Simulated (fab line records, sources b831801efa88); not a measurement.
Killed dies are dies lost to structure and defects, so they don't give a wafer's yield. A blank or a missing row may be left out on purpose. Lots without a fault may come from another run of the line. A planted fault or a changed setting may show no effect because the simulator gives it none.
fab line records | flow sky130
record lots=24 wafers=72 last_day=50
route steps=708 shown LI_CONTACT@385 CONTACT@433 VIA1@470 CAPM@540 METAL3@565
lots that met no fault: from a run of the same line without faults
start_h: hours from the record's first day to the start of the lot's first wafer shown | wait_h: hours since the lot's step before | " the same as in the row above | L1.1+2: a row that stands for several wafers | - no value, or no start given | * or withheld: withheld | < > ~ a bound
route shown NAME@n: a module of which the file shows steps, and the number in the route of the first | usual: mean/standard deviation of fault-free wafers | same: alike in all rows | chamber/n: place in a boat | sites: the reading at each site | _std_site: their standard deviation | _edge_site: outer sites' mean less inner sites' | radius_mm: how far each site lies from the wafer's centre | mask NAME#n: copy n | behind: the tool/chamber that last shaped the wafer | hold: why the lot was held/for how many hours/how that ended | device: the transistor (n, p or np) that didn't switch | end of line: the same wafers' tests at the end of the route | a step without rows: its recipe alone | killed: dies lost to structure and defects at the first sort, not the wafer's yield | map: a wafer's dies, x killed, . not, _ none there
set.NAME: the setting as run; set.NAME@STEP: as run at that earlier step | model.NAME: the simulator's own value behind a step, which no gauge read
steps of the route over a sample of lots; a table a step, a row a wafer
services: from which hour (start_h, from the record's first day; less than 0 if before it) a tool's chamber was out of use, for how many hours, and why
## steps
# step SKY_LI_CONTACT_THK_MEAS_23
# recipe thk_meas_gauge=xrf reads=W_of_LI_CONTACT_CVD_21
# usual LI_CONTACT_W_THK=412/6.3
# columns lot.wafer tool chamber start_h wait_h LI_CONTACT_W_THK[nm]
L074.1 film_metro-04 - 680.79 0.1 408
L074.5 " - " " 419
L074.6 " - " " 416
L075.3 film_metro-02 - 686.51 0.1 419
L075.4 " - " " 417
L075.5 " - " " 416
L076.2 film_metro-04 - 694.32 0.1 410
L076.5 " - " " 407
L076.6 " - " " 409
L077.1 film_metro-01 - 700.24 0.1 415
L077.2 " - " " 420
L077.4 " - " " 419
L078.1 film_metro-02 - 713.22 0.1 411
L078.2 " - " " 416
L078.4 " - " " 410
L079.1 film_metro-04 - 717.81 0.1 421
L079.4 " - " " 420
L079.5 " - " " 421
L080.1 film_metro-02 - 727.29 0.1 407
L080.2 " - " " 409
L080.5 " - " " 412
L081.2 film_metro-01 - 739.62 0.1 411
L081.3 " - " " 409
L081.5 " - " " 411
L082.1 film_metro-04 - 747.80 0.1 416
L082.2 " - " " 411
L082.4 " - " " 417
L083.1 film_metro-01 - 759.39 0.1 408
L083.4 " - " " 407
L083.6 " - " " 408
L084.4 film_metro-04 - 759.77 0.1 415
L084.5 " - " " 421
L084.6 " - " " 413
L085.1 film_metro-02 - 770.26 0.1 420
L085.2 " - " " 416
L085.6 " - " " 422
L086.2 film_metro-02 - 773.97 0.1 410
L086.4 " - " " 414
L086.5 " - " " 404
L087.1 film_metro-04 - 777.91 0.1 418
L087.3 " - " " 417
L087.4 " - " " 423
L088.1 film_metro-04 - 796.09 0.1 418
L088.2 " - " " 412
L088.3 " - " " 413
L089.3 film_metro-01 - 807.49 0.1 400
L089.5 " - " " 396
L089.6 " - " " 400
L090.3 film_metro-01 - 808.10 0.1 411
L090.5 " - " " 416
L090.6 " - " " 413
L091.1 film_metro-04 - 815.26 0.1 413
L091.3 " - " " 413
L091.6 " - " " 409
L092.3 film_metro-01 - 823.50 0.1 403
L092.5 " - " " 399
L092.6 " - " " 401
L093.1 film_metro-01 - 826.14 0.1 419
L093.3 " - " " 410
L093.4 " - " " 415
L094.1 film_metro-01 - 835.11 0.1 401
L094.3 " - " " 410
L094.6 " - " " 404
L095.1 film_metro-04 - 839.38 0.1 412
L095.4 " - " " 412
L095.5 " - " " 416
L096.2 film_metro-04 - 845.53 0.1 415
L096.3 " - " " 418
L096.6 " - " " 424
L097.3 film_metro-02 - 847.89 0.1 407
L097.4 " - " " 407
L097.6 " - " " 420
# step SKY_CONTACT_CMP_27
# recipe stop_on=SiO2 t_overpolish_s=15 down_force_psi=3.5 platen_rpm=60 target_thk_nm=0 pad_velocity_m_s=0.94248
# usual motor_current_A=10.8/1.1 overpolish_run_s=15.000/0.009 retaining_ring_pressure_frac=0.999/0.0049 slurry_filter_dp_kPa=13.52/0.13 time_to_endpoint_s=82/3.5
# columns lot.wafer tool chamber start_h wait_h motor_current_A overpolish_run_s retaining_ring_pressure_frac slurry_filter_dp_kPa time_to_endpoint_s
L074.1 cmp-01 3 739.65 0.1 9.8 15.012 0.997 13.40 85
L074.5 " 3 " " 10.6 15.000 0.994 13.82 90
L074.6 " 0 " " 10.8 15.004 0.997 13.61 85
L075.4 cmp-01 1 746.25 0.0 11.1 15.013 0.997 13.36 81
L075.3 " 3 " " 10.0 14.993 0.993 13.45 85
L075.5 " 1 " " 11.2 15.016 1.002 13.59 79
L076.2 cmp-01 0 753.53 0.1 10.4 15.009 0.999 13.50 86
L076.5 " 3 " " 9.8 15.004 0.997 13.64 91
L076.6 " 0 " " 10.3 14.996 0.990 13.43 84
L077.2 cmp-01 3 758.38 0.0 9.6 15.002 0.992 13.56 84
L077.4 " 0 " " 10.6 15.002 0.997 13.46 83
L077.1 " 2 " " 9.9 14.987 1.002 13.29 81
L078.4 cmp-02 2 770.19 0.0 10.4 15.011 0.999 13.66 83
L078.2 " 3 " " 13.1 14.992 1.005 13.61 81
L078.1 " 1 " " 12.2 14.986 1.005 13.57 85
L079.1 cmp-02 1 776.03 0.1 12.5 15.000 0.996 13.44 86
L079.4 " 2 " " 10.4 14.999 1.005 13.48 87
L079.5 " 0 " " 9.9 15.005 0.999 13.21 89
L080.2 cmp-02 3 784.33 0.0 13.1 14.999 0.998 13.41 83
L080.1 " 0 " " 10.3 15.001 0.995 13.62 85
L080.5 " 3 " " 12.6 14.991 0.994 13.51 83
L081.3 cmp-02 3 796.09 0.1 13.3 14.985 1.001 13.51 80
L081.2 " 0 " " 10.1 14.996 0.994 13.74 83
L081.5 " 2 " " 10.2 15.004 0.999 13.64 80
L082.1 cmp-02 0 804.53 0.1 9.9 14.990 0.997 13.34 82
L082.2 " 2 " " 10.6 14.999 0.995 13.50 82
L082.4 " 3 " " 12.9 15.014 1.001 13.59 76
L083.1 cmp-02 2 816.16 0.1 10.2 15.016 0.999 13.35 80
L083.4 " 3 " " 12.8 15.015 1.002 13.43 77
L083.6 " 1 " " 12.0 14.991 1.002 13.66 83
L084.4 cmp-01 0 817.21 0.2 9.9 14.993 1.006 13.64 80
L084.5 " 1 " " 11.8 14.994 0.996 13.64 82
L084.6 " 2 " " 9.7 15.005 1.000 13.66 81
L085.2 cmp-01 0 825.27 0.1 10.3 14.997 0.996 13.67 83
L085.1 " 2 " " 9.8 15.022 0.999 13.49 84
L085.6 " 3 " " 10.5 15.000 0.994 13.43 85
L086.4 cmp-01 3 828.95 0.0 9.6 14.996 0.999 13.39 90
L086.2 " 0 " " 10.7 14.994 1.006 13.27 83
L086.5 " 0 " " 11.2 15.003 0.994 13.43 85
L087.1 cmp-02 2 834.44 0.1 10.6 15.002 1.004 13.49 75
L087.3 " 3 " " 12.5 14.984 1.001 13.49 76
L087.4 " 0 " " 10.1 15.005 0.994 13.63 80
L088.1 cmp-01 0 851.95 0.1 10.4 14.988 1.004 13.38 81
L088.2 " 1 " " 11.5 14.996 1.001 13.47 79
L088.3 " 3 " " 9.6 14.995 0.993 13.44 82
L089.3 cmp-02 1 863.24 0.1 11.4 14.985 0.998 13.37 80
L089.6 " 0 " " 9.6 14.986 0.990 13.42 82
L089.5 " 1 " " 11.9 15.000 1.001 13.34 80
L090.3 cmp-01 1 863.88 0.0 10.6 14.991 1.002 13.49 78
L090.6 " 1 " " 11.4 14.999 1.001 13.51 79
L090.5 " 2 " " 9.8 14.996 0.996 13.49 79
L091.1 cmp-01 3 871.76 0.1 9.9 15.003 1.006 13.64 89
L091.3 " 2 " " 9.7 15.001 1.000 13.68 84
L091.6 " 3 " " 9.8 14.988 1.002 13.51 87
L092.3 cmp-02 2 878.73 0.1 10.3 14.995 1.003 13.66 73
L092.5 " 0 " " 10.4 15.000 0.995 13.64 79
L092.6 " 1 " " 11.9 15.006 0.994 13.80 80
L093.1 cmp-01 3 881.84 0.1 10.5 15.001 0.993 13.42 84
L093.4 " 0 " " 10.4 15.011 1.005 13.36 82
L093.3 " 1 " " 11.3 14.989 0.993 13.35 83
L094.3 cmp-02 2 892.08 0.0 9.8 14.998 1.002 13.46 78
L094.1 " 1 " " 11.8 14.998 1.000 13.44 78
L094.6 " 2 " " 10.1 15.004 1.008 13.46 78
L095.1 cmp-01 1 893.24 0.1 10.7 15.006 0.993 13.51 77
L095.4 " 3 " " 10.1 14.998 0.997 13.36 82
L095.5 " 2 " " 9.9 15.005 0.989 13.63 79
L096.2 cmp-01 0 900.53 0.0 11.0 15.009 1.009 13.30 79
L096.3 " 2 " " 9.6 14.992 0.999 13.70 79
L096.6 " 0 " " 10.1 15.014 1.003 13.54 80
L097.4 cmp-01 2 902.74 0.1 10.4 14.995 1.010 13.48 84
L097.3 " 0 " " 10.5 14.989 0.999 13.41 80
L097.6 " 1 " " 11.0 15.005 1.001 13.62 78
# step SKY_VIA1_CD_MEAS_12
# recipe target_cd_nm=150
# usual cd_nm=149.6/1.4
# columns lot.wafer tool chamber start_h wait_h cd_nm
L074.1 cd_sem-01 - 795.45 - 151.5
L074.5 " - " " 149.3
L074.6 " - " " 149.8
L075.3 cd_sem-01 - 802.24 - 149.8
L075.4 " - " " 153.3
L075.5 " - " " 152.0
L076.2 cd_sem-01 - 808.77 - 148.4
L076.5 " - " " 149.3
L076.6 " - " " 147.4
L077.1 cd_sem-01 - 813.95 - 146.4
L077.2 " - " " 147.7
L077.4 " - " " 149.7
L078.1 cd_sem-01 - 824.90 - 151.4
L078.2 " - " " 151.0
L078.4 " - " " 150.9
L079.1 cd_sem-01 - 831.40 - 150.7
L079.4 " - " " 149.7
L079.5 " - " " 149.6
L080.1 cd_sem-01 - 839.03 - 150.2
L080.2 " - " " 147.6
L080.5 " - " " 148.8
L081.2 cd_sem-02 - 850.42 - 150.1
L081.3 " - " " 150.5
L081.5 " - " " 149.7
L082.1 cd_sem-01 - 858.85 - 150.9
L082.2 " - " " 150.9
L082.4 " - " " 150.2
L083.1 cd_sem-02 - 871.13 - 150.8
L083.4 " - " " 148.5
L083.6 " - " " 147.4
L084.4 cd_sem-02 - 871.56 - 149.8
L084.5 " - " " 148.5
L084.6 " - " " 148.2
L085.1 cd_sem-01 - 878.63 - 151.6
L085.2 " - " " 152.0
L085.6 " - " " 150.6
L086.2 cd_sem-02 - 882.60 - 148.2
L086.4 " - " " 146.9
L086.5 " - " " 148.3
L087.1 cd_sem-01 - 888.15 - 148.6
L087.3 " - " " 149.7
L087.4 " - " " 149.1
L088.1 cd_sem-02 - 906.45 - 149.4
L088.2 " - " " 149.9
L088.3 " - " " 149.1
L089.3 cd_sem-01 - 917.06 - 149.2
L089.5 " - " " 148.6
L089.6 " - " " 149.4
L090.3 cd_sem-01 - 917.64 - 150.2
L090.5 " - " " 151.7
L090.6 " - " " 152.2
L091.1 cd_sem-02 - 923.75 - 149.5
L091.3 " - " " 149.6
L091.6 " - " " 151.0
L092.3 cd_sem-01 - 929.59 - 149.1
L092.5 " - " " 148.1
L092.6 " - " " 147.9
L093.1 cd_sem-02 - 934.15 - 148.9
L093.3 " - " " 149.8
L093.4 " - " " 148.7
L094.1 cd_sem-01 - 943.40 - 148.3
L094.3 " - " " 150.9
L094.6 " - " " 150.3
L095.1 cd_sem-02 - 944.50 - 151.6
L095.4 " - " " 152.3
L095.5 " - " " 152.5
L096.2 cd_sem-01 - 952.22 - 151.1
L096.3 " - " " 150.4
L096.6 " - " " 149.1
L097.3 cd_sem-02 - 954.77 - 148.0
L097.4 " - " " 147.9
L097.6 " - " " 149.2
# step SKY_VIA1_CVD_21
# recipe material=W target_thk_nm=270 time_s=80.902 temp_c=400 pressure_torr=40
# usual heater_power_w=937/84
# columns lot.wafer tool chamber start_h wait_h heater_power_w
L074.1 cvd_w-02 1 796.42 0.0 798
L074.5 " 0 " " 998
L074.6 " 1 " " 808
L075.3 cvd_w-01 1 803.13 0.1 1018
L075.4 " 0 " " 928
L075.5 " 0 " " 955
L076.2 cvd_w-01 1 809.66 0.0 1019
L076.5 " 1 " " 990
L076.6 " 0 " " 916
L077.1 cvd_w-01 1 814.89 0.0 1001
L077.2 " 0 " " 961
L077.4 " 1 " " 978
L078.1 cvd_w-01 0 825.83 0.0 953
L078.2 " 1 " " 980
L078.4 " 1 " " 984
L079.1 cvd_w-01 0 832.32 0.0 945
L079.4 " 0 " " 940
L079.5 " 1 " " 977
L080.1 cvd_w-01 0 839.97 0.0 949
L080.2 " 1 " " 994
L080.5 " 1 " " 1000
L081.2 cvd_w-01 1 851.34 0.0 990
L081.3 " 0 " " 937
L081.5 " 1 " " 984
L082.1 cvd_w-02 0 859.84 0.0 1007
L082.2 " 1 " " 797
L082.4 " 1 " " 781
L083.1 cvd_w-01 1 872.03 0.0 1021
L083.4 " 1 " " 1005
L083.6 " 0 " " 948
L084.4 cvd_w-02 1 872.45 0.1 779
L084.5 " 0 " " 1027
L084.6 " 1 " " 808
L085.1 cvd_w-01 0 879.53 0.0 936
L085.2 " 1 " " 999
L085.6 " 0 " " 971
L086.2 cvd_w-01 1 883.51 0.0 1012
L086.4 " 1 " " 1015
L086.5 " 1 " " 1002
L087.1 cvd_w-01 1 889.05 0.0 1010
L087.3 " 1 " " 1001
L087.4 " 0 " " 949
L088.1 cvd_w-02 1 907.35 0.0 800
L088.2 " 0 " " 1022
L088.3 " 1 " " 788
L089.3 cvd_w-02 1 917.99 0.1 801
L089.5 " 1 " " 814
L089.6 " 0 " " 1000
L090.3 cvd_w-02 0 918.53 0.1 1017
L090.5 " 1 " " 798
L090.6 " 0 " " 1034
L091.1 cvd_w-02 1 924.64 0.0 799
L091.3 " 0 " " 1034
L091.6 " 1 " " 795
L092.3 cvd_w-02 1 930.48 0.1 817
L092.5 " 0 " " 1050
L092.6 " 1 " " 796
L093.1 cvd_w-02 0 935.05 0.0 1009
L093.3 " 1 " " 806
L093.4 " 0 " " 994
L094.1 cvd_w-01 0 944.70 0.0 845
L094.3 " 0 " " 838
L094.6 " 0 " " 853
L095.1 cvd_w-01 1 945.58 0.0 945
L095.4 " 0 " " 859
L095.5 " 0 " " 824
L096.2 cvd_w-02 0 953.10 0.0 1030
L096.3 " 0 " " 1038
L096.6 " 0 " " 1017
L097.3 cvd_w-01 1 955.66 0.1 944
L097.4 " 0 " " 827
L097.6 " 1 " " 945
# step SKY_CAPM_RS_MEAS_03
# recipe thk_meas_gauge=four-point-probe reads=TiN_of_CAPM_SPUTTER_02
# usual CAPM_TIN_RS=6.90/0.078
# columns lot.wafer tool chamber start_h wait_h CAPM_TIN_RS[ohm/sq]
L074.1 film_metro-01 - 852.98 0.1 7.00
L074.5 " - " " 7.03
L074.6 " - " " 6.96
L075.3 film_metro-02 - 859.86 0.1 6.79
L075.4 " - " " 6.85
L075.5 " - " " 6.84
L076.2 film_metro-03 - 866.56 0.1 6.82
L076.5 " - " " 6.91
L076.6 " - " " 6.87
L077.1 film_metro-02 - 872.02 0.1 6.89
L077.2 " - " " 6.86
L077.4 " - " " 6.92
L078.1 film_metro-03 - 882.37 0.1 6.98
L078.2 " - " " 6.94
L078.4 " - " " 6.84
L079.1 film_metro-03 - 888.23 0.1 6.87
L079.4 " - " " 6.90
L079.5 " - " " 7.01
L080.1 film_metro-02 - 895.60 0.1 6.98
L080.2 " - " " 6.89
L080.5 " - " " 6.95
L081.2 film_metro-02 - 906.67 0.1 6.77
L081.3 " - " " 6.93
L081.5 " - " " 6.85
L082.1 film_metro-02 - 915.16 0.1 6.91
L082.2 " - " " 7.01
L082.4 " - " " 6.94
L083.1 film_metro-03 - 927.47 0.1 6.92
L083.4 " - " " 7.01
L083.6 " - " " 6.94
L084.4 film_metro-02 - 927.66 0.1 6.93
L084.5 " - " " 6.85
L084.6 " - " " 6.90
L085.1 film_metro-03 - 934.48 0.1 6.98
L085.2 " - " " 6.92
L085.6 " - " " 6.88
L086.2 film_metro-01 - 937.91 0.1 6.93
L086.4 " - " " 6.96
L086.5 " - " " 6.96
L087.1 film_metro-01 - 943.18 0.1 6.81
L087.3 " - " " 6.74
L087.4 " - " " 6.71
L088.1 film_metro-02 - 960.96 0.1 6.98
L088.2 " - " " 7.03
L088.3 " - " " 6.95
L089.3 film_metro-01 - 971.27 0.1 7.02
L089.5 " - " " 6.89
L089.6 " - " " 7.06
L090.3 film_metro-03 - 972.10 0.1 6.74
L090.5 " - " " 6.81
L090.6 " - " " 6.74
L091.1 film_metro-01 - 977.11 0.1 6.94
L091.3 " - " " 6.92
L091.6 " - " " 6.97
L092.3 film_metro-03 - 983.06 0.1 6.91
L092.5 " - " " 6.94
L092.6 " - " " 6.88
L093.1 film_metro-03 - 987.08 0.1 6.81
L093.3 " - " " 6.91
L093.4 " - " " 6.94
L094.1 film_metro-01 - 996.09 0.1 6.87
L094.3 " - " " 6.83
L094.6 " - " " 6.76
L095.1 film_metro-02 - 997.82 0.1 7.00
L095.4 " - " " 6.98
L095.5 " - " " 6.98
L096.2 film_metro-02 - 1005.50 0.1 6.85
L096.3 " - " " 6.81
L096.6 " - " " 6.84
L097.3 film_metro-02 - 1006.07 0.1 6.79
L097.4 " - " " 6.86
L097.6 " - " " 6.79
# step SKY_METAL3_DESCUM_15
# recipe chemistry=O2 source_power_w=150 bias_power_w=0 pressure_mtorr=10 temp_c=40 time_s=8
# usual drypump_motor_current_A=5.6/0.44 oes_product_au=1.006/0.0092
# columns lot.wafer tool chamber start_h wait_h drypump_motor_current_A oes_product_au rf_hours_counter_h
L074.1 rie_metal-03 0 905.60 0.0 6.1 1.005 2
L074.5 " 0 " " 6.1 1.002 -
L074.6 " 0 " " 6.1 1.017 -
L075.3 rie_metal-01 1 911.06 0.0 6.2 0.999 -
L075.4 " 0 " " 5.2 1.028 -
L075.5 " 0 " " 5.2 1.011 -
L076.2 rie_metal-01 1 918.86 0.0 6.2 1.001 12
L076.5 " 1 " " 6.2 1.001 -
L076.6 " 0 " " 5.2 1.012 -
L077.1 rie_metal-04 1 922.90 0.0 5.1 0.995 9
L077.2 " 0 " " 5.4 0.998 1
L077.4 " 1 " " 5.1 1.001 -
L078.1 rie_metal-04 1 933.64 0.0 5.1 0.991 10
L078.2 " 1 " " 5.1 0.996 -
L078.4 " 1 " " 5.1 1.002 -
L079.1 rie_metal-01 0 938.59 0.0 5.2 1.018 8
L079.4 " 0 " " 5.3 1.013 -
L079.5 " 1 " " 6.2 0.996 -
L080.1 rie_metal-01 1 946.14 0.0 6.3 1.006 14
L080.2 " 0 " " 5.2 1.024 9
L080.5 " 0 " " 5.2 1.018 -
L081.2 rie_metal-04 0 955.01 0.0 5.4 0.990 2
L081.3 " 1 " " 5.1 0.988 -
L081.5 " 0 " " 5.4 0.999 -
L082.1 rie_metal-03 0 964.70 0.0 6.1 1.010 5
L082.2 " 1 " " 5.4 1.009 3
L082.4 " 0 " " 6.1 1.013 -
L083.1 rie_metal-03 1 977.04 0.0 5.4 1.018 3
L083.4 " 1 " " 5.4 0.999 -
L083.6 " 0 " " 6.2 1.013 -
L084.4 rie_metal-03 0 978.45 0.0 6.1 1.006 -
L084.5 " 1 " " 5.4 1.011 -
L084.6 " 0 " " 6.1 1.009 -
L085.1 rie_metal-03 1 983.21 0.0 5.4 1.011 4
L085.2 " 0 " " 6.1 1.010 6
L085.6 " 1 " " 5.4 1.013 -
L086.2 rie_metal-01 0 986.75 0.0 5.2 1.029 11
L086.4 " 1 " " 6.2 1.004 -
L086.5 " 0 " " 5.2 1.016 -
L087.1 rie_metal-03 1 992.44 0.0 5.4 1.015 4
L087.3 " 0 " " 6.1 1.020 -
L087.4 " 1 " " 5.4 1.012 -
L088.1 rie_metal-03 1 1008.30 0.0 5.4 1.006 5
L088.2 " 0 " " 6.1 1.013 8
L088.3 " 0 " " 6.1 1.004 -
L089.3 rie_metal-04 0 1017.10 0.0 5.4 0.991 -
L089.5 " 1 " " 5.1 1.007 -
L089.6 " 0 " " 5.4 0.995 -
L090.3 rie_metal-03 1 1019.41 0.0 5.4 1.016 -
L090.5 " 0 " " 6.1 1.006 -
L090.6 " 1 " " 5.4 1.004 -
L091.1 rie_metal-04 0 1022.75 0.0 5.4 0.994 5
L091.3 " 0 " " 5.4 0.995 -
L091.6 " 1 " " 5.1 1.011 -
L092.3 rie_metal-01 1 1029.20 0.0 6.3 0.993 -
L092.5 " 1 " " 6.2 0.992 -
L092.6 " 0 " " 5.2 1.011 -
L093.1 rie_metal-03 0 1033.85 0.0 6.1 1.013 9
L093.3 " 1 " " 5.3 1.006 -
L093.4 " 0 " " 6.1 1.008 -
L094.1 rie_metal-04 0 1042.80 0.0 5.4 0.997 6
L094.3 " 1 " " 5.1 1.006 -
L094.6 " 1 " " 5.1 1.007 -
L095.1 rie_metal-03 1 1043.49 0.0 5.4 0.995 7
L095.4 " 1 " " 5.4 1.000 -
L095.5 " 0 " " 6.1 1.014 -
L096.2 rie_metal-04 1 1051.00 0.0 5.1 0.996 17
L096.3 " 0 " " 5.4 0.983 -
L096.6 " 1 " " 5.1 1.009 -
L097.3 rie_metal-04 1 1051.82 0.0 5.1 1.011 -
L097.4 " 0 " " 5.4 0.987 -
L097.6 " 0 " " 5.4 0.993 -
## services
# columns tool chamber start_h hours kind
cmp-02 - 737.79 1.6 repair
cmp-01 - 751.93 1.5 repair
cmp-02 - 757.99 4.8 pm
cmp-02 - 810.78 4.0 pm
cmp-02 - 820.42 0.6 repair
rie_metal-01 1 858.48 9.9 repair
rie_metal-04 - 887.60 1.5 repair
rie_metal-03 - 902.24 0.3 repair
cvd_w-01 - 904.00 14.0 pm
cmp-01 - 909.97 4.5 pm
rie_metal-03 - 912.49 0.3 repair
cmp-01 - 914.47 4.0 pm
cmp-01 - 921.49 1.1 repair
cvd_w-01 - 925.67 14.6 pm
rie_metal-04 0 931.64 19.1 repair
cvd_w-01 0 950.39 3.6 repair
cmp-02 - 960.90 3.4 repair
cmp-01 - 966.32 6.6 pm
rie_metal-03 - 973.50 0.1 repair
cvd_w-02 1 995.65 2.1 repair
cmp-01 - 1025.89 2.0 repair
rie_metal-04 - 1030.02 0.3 repair
cmp-02 - 1035.86 3.5 repair
cvd_w-01 - 1036.44 6.9 pm
## key
fault none
